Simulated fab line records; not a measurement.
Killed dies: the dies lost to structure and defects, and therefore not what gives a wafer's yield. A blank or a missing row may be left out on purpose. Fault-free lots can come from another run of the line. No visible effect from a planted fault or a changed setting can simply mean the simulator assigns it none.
Struck lot and sound lot, side by side | flow sky130 | 36 out of 708 route steps
Sound: the wafers L654.3, L654.5, L654.6. Wafers struck: L645.2, L645.4, L645.5. At the end, the cause is stated.
For every step that has rows: the tool of each side, followed by ch and its chambers, followed by its first start. Under that, the readings that differ: sound wafers | struck wafers | difference of the means | sigmas: that difference in standard deviations of wafers without a fault.
alike: readings whose means differ by less than 2 such deviations, and words and numbers that are the same on both sides. not compared: withheld readings, readings that some wafer has no value for, bounds like >300 that may hide the same value, and numbers for which the record gives no deviation and whose values overlap.
Wherever a step has rows on one side only, a row that says differs or no value, or a row with sigmas, the two part there. Numbers that have no deviation but don't overlap get no sigmas and don't part them. A reading that every wafer of one side lacks parts them only if that side has two wafers or more.

first, 10 steps without rows for these wafers: SKY_GATE_OXIDE_COAT_05 (resist thk 1140 nm); SKY_GATE_OXIDE_SOFTBAKE_06 (time 60 s); SKY_GATE_OXIDE_EXPOSE_07 (exposes mask LVOM, target cd 600 nm); SKY_GATE_OXIDE_PEB_08; SKY_GATE_OXIDE_DEVELOP_09 (develop time 60 s); SKY_GATE_OXIDE_IMPLANT_11; SKY_GATE_OXIDE_WET_ETCH_12 (etches SiO2 in dHF, target depth 16.8 nm, time 336 s); SKY_GATE_OXIDE_STRIP_13 (strips in O2/N2); SKY_GATE_OXIDE_CLEAN_15 (cleans in SC1/SC2, time 150 s); SKY_GATE_OXIDE_OXIDATION_16 (stabilise 600 s, purge 300 s, target thk 3.57 nm).
SKY_POLY_GATE_CVD_00: deposits poly-Si, target thk 180 nm, time 720 s.
  sound on lpcvd-01 ch 1, day 23 02:50; struck on lpcvd-01 ch 0, day 18 17:23
  reading                                       | sound             | struck            | difference | sigmas
  pressure-mtorr (mTorr)                        | 199.0 199.7 200.0 | 239.3 239.4 239.6 | +39.9      | +99 or more
  model.poly-Si_of_POLY_GATE_CVD_00.thk-nm (nm) | 181.6 181 181.9   | 202.3 202.4 201.1 | +20.4      |
SKY_POLY_GATE_THK_MEAS_01:
  sound on film-metro-04 at day 23 04:40; struck on film-metro-02 at day 18 18:36
  reading                   | sound             | struck            | difference | sigmas
  POLY_GATE_CVD_00_THK (nm) | 181.6 181.1 182.0 | 202.3 202.3 201.1 | +20.3      | +11
then, 9 steps without rows for these wafers: SKY_RES_PROTECT_DEHYDRATE_00 (time 60 s); SKY_RES_PROTECT_HMDS_01 (prime time 60 s); SKY_RES_PROTECT_COAT_02 (resist thk 1140 nm); SKY_RES_PROTECT_SOFTBAKE_03 (time 60 s); SKY_RES_PROTECT_EXPOSE_04 (exposes mask RPM, target cd 1270 nm); SKY_RES_PROTECT_PEB_05; SKY_RES_PROTECT_DEVELOP_06 (develop time 60 s); SKY_POLY_GATE_IMPLANT_02; SKY_RES_PROTECT_STRIP_07 (strips in O2/N2).
SKY_RES_PROTECT_CLEAN_09: cleans in SC1/SC2, time 150 s.
  sound on wet-bench-02 ch 2, day 24 09:52; struck on wet-bench-01 ch 1, day 20 01:07
  reading                                       | sound             | struck            | difference | sigmas
  model.poly-Si_of_POLY_GATE_CVD_00.thk-nm (nm) | 180.9 180.4 181.3 | 201.7 201.7 200.4 | +20.4      |
  alike: temp-c
then, 11 steps without rows for these wafers: SKY_POLY_GATE_CVD_03 (deposits Si3N4 from DCS/NH3, target thk 75 nm, time 1290 s); SKY_POLY_GATE_DEHYDRATE_05 (time 60 s); SKY_POLY_GATE_HMDS_06 (prime time 60 s); SKY_POLY_GATE_COAT_07 (resist thk 110 nm); SKY_POLY_GATE_COAT_08 (resist thk 450 nm); SKY_POLY_GATE_SOFTBAKE_09 (time 90 s); SKY_POLY_GATE_EXPOSE_10 (exposes mask P1M, target cd 150 nm); SKY_POLY_GATE_PEB_11; SKY_POLY_GATE_DEVELOP_12 (develop time 60 s); SKY_POLY_GATE_ETCH_15 (etches BARC in N2/H2, stops on SiO2, time 118.5 s, target depth 110 nm); SKY_POLY_GATE_ETCH_16 (etches Si3N4 in CH3F/O2, stops on poly-Si, time 147.5 s, target depth 75 nm).
SKY_POLY_GATE_ETCH_17: etches poly-Si in HBr/Cl2, stops on SiO2, target depth 180 nm, time 70.5 s.
  sound on rie-si-01 ch 0,1,3, day 25 18:03; struck on rie-si-02 ch 0,2, day 21 10:48
  reading                               | sound             | struck            | difference | sigmas
  oes-product-au (a.u.)                 | 0.979 0.982 0.988 | 1.008 0.998 1.006 | +0.021     | +3
  model.etch.depth-nm (nm)              | 180.1 180.4 180.7 | 183.8 181.5 181.3 | +1.8       |
  model.POLY_GATE.feature-depth-nm (nm) | 180.1 180.4 180.7 | 183.8 181.5 181.3 | +1.8       |
  alike: chamber-pressure-mTorr, drypump-motor-current-A, throttle-valve-pct
  not compared: rf-hours-counter-h
then, 1 step without rows for these wafers: SKY_POLY_GATE_STRIP_18 (strips in O2/N2).
-- here the record skips 28 days between the struck wafers' starts before and after, leaving off in module POLY_GATE and picking up in module PAD_OPEN (first step shown: number 708 of the route) --
SKY_PAD_OPEN_PROBE_99:
  sound on prober-01 at day 51 16:04; struck on prober-02 at day 49 01:23
  reading                             | sound             | struck            | difference | sigmas
  model.etest.res-high-po.line-ohm-um | 749.1 747.8 728.4 | 684.8 706.9 708.1 | -41.8      |
  model.etest.res-poly.line-ohm-um    | 533 519 495.7     | 464.4 480.9 485   | -39.1      |
  model.etest.res-high-po.rs-ohm-sq   | 260.6 258.8 254.9 | 243.5 248.4 244.5 | -12.6      |
  model.etest.cap-li-to-poly.c-af-um2 | 97.12 99.93 97    | 105.8 104 103.3   | +6.3       |
  model.etest.res-poly.rs-ohm-sq      | 48.72 48.17 47.27 | 44.4 45.23 45.49  | -3.0       |
  alike: killed_at_M0_to_M3, killed_at_M4_up, killed-at-contacts, killed-at-front-end, killed-at-other, killed-dies, killed-open, killed-short
  not compared: model.etest.licon-high-po.rc-ohm

## WHERE THEY PART
First at SKY_POLY_GATE_CVD_00; last, within this record, at SKY_POLY_GATE_ETCH_17. Later steps at which nothing parts them and some readings are alike: SKY_PAD_OPEN_PROBE_99.

WHY: the cause the simulator had injected
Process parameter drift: lpcvd-01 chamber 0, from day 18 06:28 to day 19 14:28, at SKY_POLY_GATE_CVD_00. Setting pressure-mtorr, moved by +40, from 200.
